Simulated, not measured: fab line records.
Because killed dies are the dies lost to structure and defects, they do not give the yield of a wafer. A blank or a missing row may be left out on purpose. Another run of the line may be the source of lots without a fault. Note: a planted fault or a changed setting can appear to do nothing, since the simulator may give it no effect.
fab line records | flow sfqLine
record: lots: 15 | wafers: 45 | lastDay: 85
route steps=325 shown M0@30 I0@50 JJ@196 M6@252
lots that met no fault: taken from a fault-free run of the same line
startH: start of the lot's first displayed wafer, in hours after the record's first day | waitH: hours elapsed since this lot's preceding step | " as in the row above | L1.1+2: one row covering several wafers at once | - no value, or no start given | * or withheld: withheld | < > ~ a bound
route shown NAME@n: names a module that has steps shown in the file, with the first one's number in the route | usual: average and standard deviation across the fault-free wafers | same: alike in all rows | chamber/n: place in a boat | sites: per-site readings | _std_site: how widely they spread, as a standard deviation | _edge_site: inner sites' mean taken away from outer sites' mean | radiusMm: for every site, how far away it sits from the centre of the wafer | mask NAME#n: copy n | behind: the most recent tool/chamber to have shaped the wafer | hold: why the lot was held/for how many hours/how that ended | device: transistor that didn't switch, given as n, p or np | end of line: the same wafers' tests at the end of the route | a step without rows: its recipe alone | killed: dies that structure and defects cost at the first sort, which is not the same as the wafer's yield | map: dies across one wafer; x = killed, . = not, _ = none there
set.NAME: the setting that was run; set.NAME@STEP: the one run at that earlier step | model.NAME: the simulator's own value behind a step, which no gauge read
one table for each step of the route and one row for each wafer, over a sample of lots
services: when a tool's chamber went out of use (startH, in hours from the record's first day, below 0 if earlier), for how many hours, and the reason
== steps ==
step: SFQ_M0_RS_MEAS_904
recipe: thkMeasGauge: four-point-probe | reads: Nb_of_TRILAYER_M0_DEP_SPUTTER_019
usual: M0_NB_RS: 0.863/0.0096
lot.wafer | tool         | chamber | startH | waitH | M0_NB_RS[ohm/sq]
L467.1    | filmMetro-03 | -       | 153.14 | 0.0   | 0.849
L467.2    | "            | -       | "      | "     | 0.859
L467.6    | "            | -       | "      | "     | 0.845
L468.2    | filmMetro-01 | -       | 157.96 | 0.1   | 0.874
L468.3    | "            | -       | "      | "     | 0.875
L468.4    | "            | -       | "      | "     | 0.874
L469.3    | filmMetro-02 | -       | 165.19 | 0.1   | 0.875
L469.5    | "            | -       | "      | "     | 0.878
L469.6    | "            | -       | "      | "     | 0.880
L470.2    | filmMetro-02 | -       | 176.35 | 0.1   | 0.857
L470.3    | "            | -       | "      | "     | 0.858
L470.5    | "            | -       | "      | "     | 0.860
L471.2    | filmMetro-02 | -       | 185.95 | 0.1   | 0.858
L471.4    | "            | -       | "      | "     | 0.853
L471.6    | "            | -       | "      | "     | 0.858
L472.4    | filmMetro-02 | -       | 194.39 | 0.1   | 0.861
L472.5    | "            | -       | "      | "     | 0.875
L472.6    | "            | -       | "      | "     | 0.859
L473.2    | filmMetro-02 | -       | 199.15 | 0.1   | 0.859
L473.3    | "            | -       | "      | "     | 0.863
L473.6    | "            | -       | "      | "     | 0.858
L481.2    | filmMetro-01 | -       | 238.26 | 0.1   | 0.862
L481.5    | "            | -       | "      | "     | 0.867
L481.6    | "            | -       | "      | "     | 0.879
L482.1    | filmMetro-01 | -       | 246.64 | 0.0   | 0.870
L482.4    | "            | -       | "      | "     | 0.856
L482.6    | "            | -       | "      | "     | 0.862
L483.3    | filmMetro-02 | -       | 258.68 | 0.1   | 0.846
L483.4    | "            | -       | "      | "     | 0.859
L483.6    | "            | -       | "      | "     | 0.847
L485.4    | filmMetro-03 | -       | 279.24 | 0.1   | 0.855
L485.5    | "            | -       | "      | "     | 0.856
L485.6    | "            | -       | "      | "     | 0.856
L487.2    | filmMetro-01 | -       | 289.98 | 0.1   | 0.864
L487.3    | "            | -       | "      | "     | 0.879
L487.6    | "            | -       | "      | "     | 0.865
L488.1    | filmMetro-01 | -       | 294.76 | 0.0   | 0.859
L488.2    | "            | -       | "      | "     | 0.872
L488.3    | "            | -       | "      | "     | 0.869
L489.4    | filmMetro-03 | -       | 305.64 | 0.1   | 0.869
L489.5    | "            | -       | "      | "     | 0.855
L489.6    | "            | -       | "      | "     | 0.857
L490.1    | filmMetro-03 | -       | 313.96 | 0.0   | 0.861
L490.5    | "            | -       | "      | "     | 0.849
L490.6    | "            | -       | "      | "     | 0.844
step: SFQ_TRILAYER_M0_BARC_OPEN_METAL_ETCH_031
recipe: maskMaterial: PR | chemistry: O2 | targetDepthNm: 125 | target: BARC | icpW: 600 | biasW: 80 | pressureMtorr: 10 | timeS: 41.7
usual: biasW: 79.99/0.23 | chamberPressureMTorr: 10.001/0.0089 | drypumpMotorCurrentA: 6.0/0.42 | oesProductAu: 0.685/0.005
lot.wafer | tool        | chamber | startH | waitH | biasW | chamberPressureMTorr | drypumpMotorCurrentA | oesProductAu | rfHoursCounterH
L467.1    | rieMetal-02 | 1       | 232.46 | 0.0   | 80.00 | 10.019               | 5.4                  | 0.683        | 157
L467.2    | "           | 0       | "      | "     | 80.00 | 10.004               | 6.7                  | 0.688        | 175
L467.6    | "           | 0       | "      | "     | 80.06 | 10.006               | 6.7                  | 0.688        | -
L468.2    | rieMetal-01 | 0       | 240.86 | 0.0   | 79.77 | 10.007               | 5.9                  | 0.681        | 169
L468.3    | "           | 0       | "      | "     | 79.90 | 10.002               | 5.9                  | 0.688        | -
L468.4    | "           | 1       | "      | "     | 80.17 | 9.989                | 6.2                  | 0.684        | -
L469.3    | rieMetal-01 | 0       | 250.48 | 0.0   | 79.74 | 10.009               | 5.9                  | 0.690        | -
L469.5    | "           | 0       | "      | "     | 79.74 | 10.009               | 6.0                  | 0.690        | -
L469.6    | "           | 1       | "      | "     | 79.91 | 10.012               | 6.2                  | 0.683        | -
L470.2    | rieMetal-04 | 0       | 267.48 | 0.1   | 80.11 | 10.015               | 5.8                  | 0.684        | 138
L470.3    | "           | 0       | "      | "     | 79.70 | 10.005               | 5.8                  | 0.686        | -
L470.5    | "           | 0       | "      | "     | 79.83 | 10.003               | 5.8                  | 0.693        | -
L471.2    | rieMetal-02 | 0       | 280.58 | 0.0   | 80.10 | 10.019               | 6.7                  | 0.679        | 180
L471.4    | "           | 1       | "      | "     | 79.96 | 10.002               | 5.4                  | 0.687        | -
L471.6    | "           | 0       | "      | "     | 79.84 | 9.994                | 6.7                  | 0.688        | -
L472.4    | rieMetal-02 | 0       | 292.60 | 0.0   | 80.19 | 10.000               | 6.7                  | 0.691        | -
L472.5    | "           | 1       | "      | "     | 80.00 | 10.019               | 5.5                  | 0.687        | -
L472.6    | "           | 0       | "      | "     | 80.33 | 10.000               | 6.6                  | 0.685        | -
L473.2    | rieMetal-01 | 1       | 298.58 | 0.0   | 80.14 | 10.001               | 6.2                  | 0.685        | 71
L473.3    | "           | 1       | "      | "     | 79.94 | 10.009               | 6.2                  | 0.685        | -
L473.6    | "           | 0       | "      | "     | 80.26 | 9.999                | 5.9                  | 0.689        | -
L481.2    | rieMetal-04 | 1       | 362.50 | 0.0   | -     | -                    | -                    | -            | -
L481.5    | "           | 1       | "      | "     | -     | -                    | -                    | -            | -
L481.6    | "           | 0       | "      | "     | -     | -                    | -                    | -            | -
L482.1    | rieMetal-02 | 0       | 370.90 | 0.0   | -     | -                    | -                    | -            | -
L482.4    | "           | 0       | "      | "     | -     | -                    | -                    | -            | -
L482.6    | "           | 0       | "      | "     | -     | -                    | -                    | -            | -
L483.3    | rieMetal-01 | 0       | 384.12 | 0.0   | -     | -                    | -                    | -            | -
L483.4    | "           | 1       | "      | "     | -     | -                    | -                    | -            | -
L483.6    | "           | 1       | "      | "     | -     | -                    | -                    | -            | -
L485.4    | rieMetal-02 | 0       | 404.64 | 0.0   | 80.01 | 9.995                | 6.7                  | 0.688        | -
L485.5    | "           | 1       | "      | "     | 79.69 | 9.990                | 5.4                  | 0.681        | -
L485.6    | "           | 0       | "      | "     | 80.18 | 10.003               | 6.7                  | 0.691        | -
L487.2    | rieMetal-04 | 0       | 416.62 | 0.0   | 79.99 | 10.002               | 5.8                  | 0.683        | 162
L487.3    | "           | 1       | "      | "     | 80.11 | 9.979                | 5.5                  | 0.693        | -
L487.6    | "           | 0       | "      | "     | 80.14 | 10.002               | 5.8                  | 0.684        | -
L488.1    | rieMetal-04 | 0       | 422.99 | 0.0   | 79.81 | 10.009               | 5.8                  | 0.686        | 163
L488.2    | "           | 1       | "      | "     | 79.98 | 10.000               | 5.5                  | 0.673        | 129
L488.3    | "           | 0       | "      | "     | 80.00 | 10.014               | 5.8                  | 0.680        | -
L489.4    | rieMetal-01 | 1       | 434.64 | 0.0   | 80.27 | 9.996                | 6.2                  | 0.686        | -
L489.5    | "           | 1       | "      | "     | 79.96 | 10.002               | 6.2                  | 0.680        | -
L489.6    | "           | 0       | "      | "     | 79.95 | 10.007               | 5.9                  | 0.681        | -
L490.1    | rieMetal-02 | 1       | 445.42 | 0.0   | 79.70 | 9.999                | 5.5                  | 0.678        | 11
L490.5    | "           | 0       | "      | "     | 79.70 | 10.004               | 6.7                  | 0.690        | -
L490.6    | "           | 1       | "      | "     | 80.19 | 10.007               | 5.4                  | 0.696        | -
step: SFQ_TRILAYER_M0_ETCH_METAL_ETCH_024
recipe: target: Nb | stopOn: SiO2 | maskMaterial: PR | chemistry: Cl2/Ar | targetDepthNm: 240 | icpW: 600 | biasW: 80 | pressureMtorr: 10 | timeS: 120
usual: biasW: 79.99/0.22 | chamberPressureMTorr: 10.000/0.0089 | drypumpMotorCurrentA: 6.0/0.42 | oesProductAu: 0.911/0.0074
lot.wafer | tool        | chamber | startH | waitH | biasW | chamberPressureMTorr | drypumpMotorCurrentA | oesProductAu | rfHoursCounterH
L467.1    | rieMetal-02 | 1       | 232.52 | 0.0   | 80.09 | 9.996                | 5.4                  | 0.921        | 157
L467.2    | "           | 0       | "      | "     | 80.22 | 10.001               | 6.7                  | 0.914        | 175
L467.6    | "           | 0       | "      | "     | 80.44 | 10.021               | 6.7                  | 0.925        | -
L468.2    | rieMetal-01 | 0       | 240.92 | 0.0   | 80.07 | 9.986                | 5.9                  | 0.906        | 169
L468.3    | "           | 0       | "      | "     | 79.90 | 9.999                | 5.9                  | 0.903        | -
L468.4    | "           | 1       | "      | "     | 80.12 | 9.998                | 6.2                  | 0.910        | -
L469.3    | rieMetal-01 | 0       | 250.56 | 0.1   | 79.93 | 10.010               | 5.9                  | 0.904        | -
L469.5    | "           | 0       | "      | "     | 79.98 | 10.002               | 5.9                  | 0.905        | -
L469.6    | "           | 1       | "      | "     | 79.98 | 9.989                | 6.2                  | 0.901        | -
L470.2    | rieMetal-04 | 0       | 267.54 | 0.0   | 79.79 | 10.006               | 5.8                  | 0.913        | 138
L470.3    | "           | 0       | "      | "     | 79.65 | 10.009               | 5.8                  | 0.915        | -
L470.5    | "           | 0       | "      | "     | 80.19 | 9.999                | 5.8                  | 0.920        | -
L471.2    | rieMetal-02 | 0       | 280.64 | 0.0   | 79.57 | 10.006               | 6.7                  | 0.916        | 180
L471.4    | "           | 1       | "      | "     | 80.09 | 10.005               | 5.4                  | 0.916        | -
L471.6    | "           | 0       | "      | "     | 79.55 | 9.999                | 6.7                  | 0.919        | -
L472.4    | rieMetal-02 | 0       | 292.68 | 0.1   | 79.64 | 10.000               | 6.7                  | 0.914        | -
L472.5    | "           | 1       | "      | "     | 79.82 | 10.010               | 5.4                  | 0.899        | -
L472.6    | "           | 0       | "      | "     | 79.92 | 9.989                | 6.7                  | 0.912        | -
L473.2    | rieMetal-01 | 1       | 298.64 | 0.0   | 80.04 | 10.007               | 6.2                  | 0.923        | 71
L473.3    | "           | 1       | "      | "     | 79.87 | 10.007               | 6.2                  | 0.909        | -
L473.6    | "           | 0       | "      | "     | 80.25 | 9.986                | 6.0                  | 0.909        | -
L481.2    | rieMetal-04 | 1       | 362.56 | 0.0   | 80.30 | 9.991                | 5.5                  | 0.373        | 120
L481.5    | "           | 1       | "      | "     | 79.81 | 10.006               | 5.5                  | 0.384        | -
L481.6    | "           | 0       | "      | "     | 79.92 | 10.005               | 5.8                  | 0.377        | -
L482.1    | rieMetal-02 | 0       | 371.02 | 0.1   | 79.73 | 9.995                | 6.7                  | 0.372        | 8
L482.4    | "           | 0       | "      | "     | 79.72 | 10.007               | 6.7                  | 0.373        | -
L482.6    | "           | 0       | "      | "     | 79.76 | 10.009               | 6.7                  | 0.371        | -
L483.3    | rieMetal-01 | 0       | 384.20 | 0.1   | 80.05 | 10.016               | 5.9                  | 0.376        | -
L483.4    | "           | 1       | "      | "     | 79.82 | 10.001               | 6.2                  | 0.365        | -
L483.6    | "           | 1       | "      | "     | 79.76 | 9.999                | 6.2                  | 0.379        | -
L485.4    | rieMetal-02 | 0       | 404.72 | 0.1   | 80.09 | 9.986                | 6.7                  | 0.914        | -
L485.5    | "           | 1       | "      | "     | 80.04 | 9.997                | 5.4                  | 0.915        | -
L485.6    | "           | 0       | "      | "     | 80.23 | 9.987                | 6.7                  | 0.911        | -
L487.2    | rieMetal-04 | 0       | 416.68 | 0.0   | 79.54 | 10.003               | 5.8                  | 0.906        | 162
L487.3    | "           | 1       | "      | "     | 80.43 | 9.999                | 5.5                  | 0.898        | -
L487.6    | "           | 0       | "      | "     | 79.80 | 10.001               | 5.8                  | 0.910        | -
L488.1    | rieMetal-04 | 0       | 423.05 | 0.0   | 80.20 | 10.006               | 5.8                  | 0.915        | 163
L488.2    | "           | 1       | "      | "     | 80.37 | 9.997                | 5.5                  | 0.901        | 129
L488.3    | "           | 0       | "      | "     | 79.75 | 9.999                | 5.8                  | 0.907        | -
L489.4    | rieMetal-01 | 1       | 434.72 | 0.1   | 79.64 | 10.017               | 6.2                  | 0.902        | -
L489.5    | "           | 1       | "      | "     | 79.78 | 10.020               | 6.2                  | 0.920        | -
L489.6    | "           | 0       | "      | "     | 80.49 | 10.006               | 5.9                  | 0.908        | -
L490.1    | rieMetal-02 | 1       | 445.48 | 0.0   | 80.19 | 10.012               | 5.4                  | 0.912        | 11
L490.5    | "           | 0       | "      | "     | 79.97 | 9.997                | 6.7                  | 0.921        | -
L490.6    | "           | 1       | "      | "     | 79.98 | 9.996                | 5.4                  | 0.916        | -
step: SFQ_TRILAYER_I0_VIA_LITHO_EXPOSE_032
recipe: maskId: I0 | na: 0.6 | sourceShape: conventional | sigmaOuter: 0.65 | targetCdNm: 500 | doseMj: 21.3
usual: exposureDoseMJCm2: 21.295/0.021 | focusOffsetNm: 0.0/0.58
lot.wafer | tool          | chamber | startH | waitH | mask | exposureDoseMJCm2 | focusOffsetNm
L467.1    | krfScanner-01 | 0       | 359.76 | -     | I0#0 | 21.278            | 0.2
L467.2    | "             | 0       | "      | "     | I0#0 | 21.272            | -0.2
L467.6    | "             | 0       | "      | "     | I0#0 | 21.294            | 0.4
L468.2    | krfScanner-01 | 0       | 368.36 | -     | I0#0 | 21.291            | 0.9
L468.3    | "             | 0       | "      | "     | I0#0 | 21.278            | 0.0
L468.4    | "             | 0       | "      | "     | I0#0 | 21.273            | 1.0
L469.3    | krfScanner-01 | 0       | 379.36 | -     | I0#0 | 21.308            | -0.2
L469.5    | "             | 0       | "      | "     | I0#0 | 21.274            | -0.5
L469.6    | "             | 0       | "      | "     | I0#0 | 21.296            | -0.1
L470.2    | krfScanner-02 | 0       | 393.69 | -     | I0#0 | 21.310            | -0.6
L470.3    | "             | 0       | "      | "     | I0#0 | 21.262            | -0.5
L470.5    | "             | 0       | "      | "     | I0#0 | 21.272            | 0.1
L471.2    | krfScanner-02 | 0       | 412.89 | -     | I0#0 | 21.313            | 0.2
L471.4    | "             | 0       | "      | "     | I0#0 | 21.311            | 0.7
L471.6    | "             | 0       | "      | "     | I0#0 | 21.337            | 1.1
L472.4    | krfScanner-02 | 0       | 426.49 | -     | I0#0 | 21.303            | -0.4
L472.5    | "             | 0       | "      | "     | I0#0 | 21.302            | 0.0
L472.6    | "             | 0       | "      | "     | I0#0 | 21.279            | -0.7
L473.2    | krfScanner-02 | 0       | 430.89 | -     | I0#0 | 21.299            | -0.5
L473.3    | "             | 0       | "      | "     | I0#0 | 21.305            | -0.3
L473.6    | "             | 0       | "      | "     | I0#0 | 21.283            | -1.0
L481.2    | krfScanner-02 | -       | 511.60 | -     | I0#0 | -                 | -
L481.5    | "             | -       | "      | "     | I0#0 | -                 | -
L481.6    | "             | -       | "      | "     | I0#0 | -                 | -
L482.1    | krfScanner-02 | -       | 512.60 | -     | I0#0 | -                 | -
L482.4    | "             | -       | "      | "     | I0#0 | -                 | -
L482.6    | "             | -       | "      | "     | I0#0 | -                 | -
L483.3    | krfScanner-02 | -       | 514.20 | -     | I0#0 | -                 | -
L483.4    | "             | -       | "      | "     | I0#0 | -                 | -
L483.6    | "             | -       | "      | "     | I0#0 | -                 | -
L485.4    | krfScanner-02 | 0       | 516.80 | -     | I0#0 | 21.265            | -0.4
L485.5    | "             | 0       | "      | "     | I0#0 | 21.270            | -0.3
L485.6    | "             | 0       | "      | "     | I0#0 | 21.280            | -0.2
L487.2    | krfScanner-02 | 0       | 518.80 | -     | I0#0 | 21.277            | 0.5
L487.3    | "             | 0       | "      | "     | I0#0 | 21.329            | 0.3
L487.6    | "             | 0       | "      | "     | I0#0 | 21.305            | 0.1
L488.1    | krfScanner-02 | 0       | 519.80 | -     | I0#0 | 21.307            | -0.5
L488.2    | "             | 0       | "      | "     | I0#0 | 21.331            | -0.6
L488.3    | "             | 0       | "      | "     | I0#0 | 21.336            | -0.6
L489.4    | krfScanner-02 | 0       | 521.60 | -     | I0#0 | 21.311            | 0.2
L489.5    | "             | 0       | "      | "     | I0#0 | 21.331            | 0.3
L489.6    | "             | 0       | "      | "     | I0#0 | 21.301            | -1.1
L490.1    | krfScanner-02 | 0       | 522.20 | -     | I0#0 | 21.285            | -0.7
L490.5    | "             | 0       | "      | "     | I0#0 | 21.320            | -0.6
L490.6    | "             | 0       | "      | "     | I0#0 | 21.283            | -1.4
step: SFQ_TRILAYER_JJ_CE_STRIP_STRIP_120
recipe: gas: O2 | powerW: 200 | platenTempC: 40 | overashFraction: 0.65 | chemistry: O2 | pressureMtorr: 50
usual: drypumpMotorCurrentA: 5.7/0.42 | oesProductAu: 0.998/0.0092
lot.wafer | tool        | chamber | startH  | waitH | drypumpMotorCurrentA | oesProductAu | rfHoursCounterH
L467.1    | rieMetal-04 | 1       | 1196.95 | 0.0   | 5.5                  | 0.988        | 78
L467.2    | "           | 0       | "       | "     | 5.8                  | 1.006        | 102
L467.6    | "           | 0       | "       | "     | 5.8                  | 0.998        | -
L468.2    | rieMetal-04 | 0       | 1198.19 | 0.0   | 5.8                  | 1.009        | 102
L468.3    | "           | 0       | "       | "     | 5.7                  | 0.995        | -
L468.4    | "           | 1       | "       | "     | 5.5                  | 0.991        | -
L469.3    | rieMetal-02 | 1       | 1202.45 | 0.2   | 5.4                  | 1.004        | -
L469.5    | "           | 0       | "       | "     | 6.7                  | 0.990        | -
L469.6    | "           | 1       | "       | "     | 5.4                  | 1.002        | -
L470.2    | rieMetal-04 | 1       | 1202.95 | 0.0   | 5.5                  | 0.999        | 79
L470.3    | "           | 1       | "       | "     | 5.5                  | 0.991        | -
L470.5    | "           | 0       | "       | "     | 5.8                  | 1.006        | -
L471.2    | rieMetal-03 | 1       | 1250.98 | 0.0   | 6.0                  | 0.994        | 22
L471.4    | "           | 0       | "       | "     | 5.1                  | 1.004        | -
L471.6    | "           | 1       | "       | "     | 6.0                  | 0.997        | -
L472.4    | rieMetal-03 | 1       | 1252.44 | 0.2   | 6.0                  | 0.996        | -
L472.5    | "           | 0       | "       | "     | 5.1                  | 0.997        | -
L472.6    | "           | 1       | "       | "     | 5.9                  | 0.993        | -
L473.2    | rieMetal-03 | 1       | 1253.44 | 0.0   | 6.0                  | 0.999        | 23
L473.3    | "           | 0       | "       | "     | 5.1                  | 1.011        | -
L473.6    | "           | 0       | "       | "     | 5.1                  | 1.014        | -
L481.2    | rieMetal-04 | 0       | 1294.11 | 0.0   | 5.8                  | 0.987        | 118
L481.5    | "           | 0       | "       | "     | 5.8                  | 1.001        | -
L481.6    | "           | 1       | "       | "     | 5.5                  | 0.994        | -
L482.1    | rieMetal-04 | 1       | 1296.31 | 0.0   | 5.5                  | 0.987        | 94
L482.4    | "           | 1       | "       | "     | 5.5                  | 0.998        | -
L482.6    | "           | 1       | "       | "     | 5.5                  | 0.994        | -
L483.3    | rieMetal-02 | 1       | 1298.50 | 0.4   | 5.4                  | 1.002        | -
L483.4    | "           | 1       | "       | "     | 5.4                  | 1.005        | -
L483.6    | "           | 1       | "       | "     | 5.4                  | 1.003        | -
L485.4    | rieMetal-02 | 1       | 1309.24 | 0.2   | 5.4                  | 1.004        | -
L485.5    | "           | 1       | "       | "     | 5.4                  | 1.013        | -
L485.6    | "           | 0       | "       | "     | 6.7                  | 1.018        | -
L487.2    | rieMetal-04 | 1       | 1332.23 | 0.0   | 5.5                  | 0.979        | 101
L487.3    | "           | 0       | "       | "     | 5.8                  | 0.992        | -
L487.6    | "           | 1       | "       | "     | 5.5                  | 0.998        | -
L488.1    | rieMetal-02 | 0       | 1333.43 | 0.0   | 6.7                  | 0.998        | 7
L488.2    | "           | 1       | "       | "     | 5.4                  | 0.984        | 0
L488.3    | "           | 1       | "       | "     | 5.4                  | 0.982        | -
L489.4    | rieMetal-04 | 0       | 1334.83 | 0.2   | 5.8                  | 0.999        | -
L489.5    | "           | 0       | "       | "     | 5.8                  | 0.990        | -
L489.6    | "           | 1       | "       | "     | 5.5                  | 0.986        | -
L490.1    | rieMetal-02 | 1       | 1338.23 | 0.0   | 5.5                  | 0.961        | 1
L490.5    | "           | 1       | "       | "     | 5.4                  | 0.971        | -
L490.6    | "           | 0       | "       | "     | 6.7                  | 1.000        | -
step: SFQ_TRILAYER_M6_DEP_SPUTTER_157
recipe: material: Nb | basePressurePa: 1.33e-06 | chamberPressurePa: 0.1333 | substrateTempC: 20 | targetThkNm: 200 | powerW: 2000 | timeS: 133.3
usual: chamberPressurePa: 0.13333/0.00029 | throttleValvePct: 30.1/1.5
lot.wafer | tool          | chamber | startH  | waitH | chamberPressurePa | throttleValvePct
L467.1    | pvdSputter-03 | -       | 1470.67 | 0.0   | 0.13351           | 29.7
L467.2    | "             | -       | "       | "     | 0.13327           | 30.9
L467.6    | "             | -       | "       | "     | 0.13302           | 30.8
L468.2    | pvdSputter-04 | -       | 1474.27 | 0.0   | 0.13292           | 29.8
L468.3    | "             | -       | "       | "     | 0.13292           | 28.6
L468.4    | "             | -       | "       | "     | 0.1333            | 31.8
L469.3    | pvdSputter-06 | -       | 1477.87 | 0.0   | 0.13301           | 27.4
L469.5    | "             | -       | "       | "     | 0.13346           | 27.5
L469.6    | "             | -       | "       | "     | 0.13345           | 29.2
L470.2    | pvdSputter-03 | -       | 1480.27 | 0.0   | 0.13315           | 29.1
L470.3    | "             | -       | "       | "     | 0.13359           | 32.0
L470.5    | "             | -       | "       | "     | 0.13337           | 29.7
L471.2    | pvdSputter-04 | -       | 1614.41 | 0.0   | 0.13329           | 29.4
L471.4    | "             | -       | "       | "     | 0.13293           | 32.1
L471.6    | "             | -       | "       | "     | 0.13299           | 32.1
L472.4    | pvdSputter-06 | -       | 1616.81 | 0.0   | 0.1334            | 28.7
L472.5    | "             | -       | "       | "     | 0.1337            | 28.7
L472.6    | "             | -       | "       | "     | 0.13367           | 27.6
L473.2    | pvdSputter-03 | -       | 1618.01 | 0.0   | 0.13329           | 32.2
L473.3    | "             | -       | "       | "     | 0.13351           | 29.4
L473.6    | "             | -       | "       | "     | 0.13325           | 29.6
L481.2    | pvdSputter-06 | -       | 1654.16 | 0.0   | 0.13337           | 27.6
L481.5    | "             | -       | "       | "     | 0.13363           | 30.7
L481.6    | "             | -       | "       | "     | 0.13345           | 30.7
L482.1    | pvdSputter-04 | -       | 1656.54 | 0.0   | 0.13361           | 32.1
L482.4    | "             | -       | "       | "     | 0.13328           | 32.1
L482.6    | "             | -       | "       | "     | 0.13315           | 28.7
L483.3    | pvdSputter-06 | -       | 1657.92 | 0.0   | 0.13339           | 29.0
L483.4    | "             | -       | "       | "     | 0.13321           | 30.9
L483.6    | "             | -       | "       | "     | 0.13311           | 28.0
L485.4    | pvdSputter-03 | -       | 1660.32 | 0.0   | 0.13346           | 29.6
L485.5    | "             | -       | "       | "     | 0.1335            | 31.8
L485.6    | "             | -       | "       | "     | 0.13338           | 29.4
L487.2    | pvdSputter-04 | -       | 1673.55 | 0.0   | 0.13286           | 32.1
L487.3    | "             | -       | "       | "     | 0.13353           | 32.2
L487.6    | "             | -       | "       | "     | 0.13317           | 32.1
L488.1    | pvdSputter-06 | -       | 1674.54 | 0.0   | 0.13312           | 27.9
L488.2    | "             | -       | "       | "     | 0.13339           | 30.8
L488.3    | "             | -       | "       | "     | 0.13345           | 28.7
L489.4    | pvdSputter-03 | -       | 1675.95 | 0.0   | 0.13337           | 32.0
L489.5    | "             | -       | "       | "     | 0.13325           | 29.8
L489.6    | "             | -       | "       | "     | 0.13332           | 29.6
L490.1    | pvdSputter-04 | -       | 1676.94 | 0.0   | 0.13397           | 28.6
L490.5    | "             | -       | "       | "     | 0.13344           | 31.8
L490.6    | "             | -       | "       | "     | 0.13348           | 32.1
== services ==
tool          | chamber | startH  | hours | kind
krfScanner-02 | -       | 209.20  | 0.6   | repair
krfScanner-02 | -       | 221.82  | 0.8   | pm
rieMetal-04   | -       | 233.25  | 14.6  | pm
rieMetal-04   | -       | 251.83  | 2.8   | pm
rieMetal-04   | 1       | 311.74  | 8.6   | repair
krfScanner-02 | -       | 315.05  | 3.6   | pm
krfScanner-02 | -       | 327.00  | 1.0   | pm
krfScanner-02 | -       | 348.84  | 1.3   | pm
rieMetal-04   | -       | 404.26  | 1.4   | pm
rieMetal-02   | 0       | 620.53  | 4.3   | repair
rieMetal-04   | 1       | 826.35  | 1.0   | repair
rieMetal-04   | -       | 896.95  | 0.3   | repair
rieMetal-04   | -       | 986.40  | 0.9   | repair
rieMetal-04   | -       | 991.15  | 1.3   | repair
rieMetal-02   | -       | 1005.26 | 2.1   | repair
rieMetal-02   | -       | 1093.76 | 2.8   | pm
rieMetal-02   | 0       | 1096.82 | 3.3   | repair
rieMetal-04   | -       | 1200.38 | 0.2   | repair
rieMetal-04   | -       | 1351.83 | 2.8   | pm
rieMetal-02   | -       | 1353.59 | 0.8   | repair
rieMetal-02   | -       | 1463.49 | 0.9   | repair
rieMetal-02   | 0       | 1513.99 | 2.1   | repair
rieMetal-02   | -       | 1624.48 | 15.6  | pm
rieMetal-02   | 0       | 1654.88 | 8.5   | repair
== key ==
firstSign: step: SFQ_TRILAYER_M0_BARC_OPEN_METAL_ETCH_031 | reading: toolRecord | direction: missing
effect: step: SFQ_TRILAYER_M0_ETCH_METAL_ETCH_024 | reading: oesProductAu | direction: down | sigmas: 72 | usual: 0.911 | struck: 0.374
effect: step: SFQ_TRILAYER_I0_VIA_LITHO_EXPOSE_032 | reading: toolRecord | direction: missing
metAt SFQ_TRILAYER_M0_BARC_OPEN_METAL_ETCH_031
struckLots L481,L482,L483
notActingAt SFQ_M0_RS_MEAS_904,SFQ_TRILAYER_JJ_CE_STRIP_STRIP_120,SFQ_TRILAYER_M6_DEP_SPUTTER_157
onsetBetween 298.58 362.50
fault: kind: skippedStepWhole | tool: rieMetal-01,rieMetal-02,rieMetal-04 | chamber: - | onsetH: 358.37 | steps: SFQ_TRILAYER_M0_BARC_OPEN_METAL_ETCH_031 | scope: struckLotsOnly
